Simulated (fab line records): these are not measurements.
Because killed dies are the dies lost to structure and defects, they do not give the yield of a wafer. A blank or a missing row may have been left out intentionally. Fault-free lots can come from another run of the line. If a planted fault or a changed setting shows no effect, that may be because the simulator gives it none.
Matching of chambers -- flow gf180mcu -- GF_CONTACT_CMP_04 on cmp-02: 4 sister chambers
The step polishes SiO2. 8 wafers are shown with their chamber, then 7 later ones without.

== WAFERS WITH THEIR CHAMBER ==
wafer,chamber,motor current A (A),time to endpoint s (s)
L786.4,0,10.4,109
L789.1,3,12.5,107
L789.4,1,12.9,104
L789.6,1,13.1,109
L792.4,3,12.0,103
L792.5,2,11.7,111
L799.1,2,12.6,115
L799.2,0,10.5,113

== WAFERS WITH NO CHAMBER GIVEN ==
wafer,motor current A (A),time to endpoint s (s)
L799.3,13.2,111
L805.3,13.1,104
L805.5,13.5,104
L805.6,10.5,115
L809.1,11.6,118
L809.2,13.6,105
L809.4,12.1,118

== CHAMBER TAKEN BY EACH ==
wafer,from the rows above,in truth
L799.3,can't be placed: 1 or 2 or 3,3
L805.3,can't be placed: 1 or 3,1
L805.5,can't be placed: 1 or 3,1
L805.6,0,0
L809.1,can't be placed: 2 or 0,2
L809.2,can't be placed: 1 or 3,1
L809.4,2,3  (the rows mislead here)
Correct placement for 1 of the 7. Not placeable from these rows: 5 (in 5, the candidates include the true chamber). 1 placed wrongly.
How it was worked out, from the rows above alone: a wafer's distance from a chamber is the root of the sum, over the readings, of the square of ((its reading less the chamber's mean) divided by the reading's scatter). If the next closest chamber is less than 2 further off than the closest, the wafer can't be placed; otherwise it belongs to the closest. A chamber's mean is the mean of its shown wafers. The scatter is the square root of a quotient: the sum, over the shown wafers, of each reading's squared deviation from its chamber's mean, divided by wafers minus chambers.
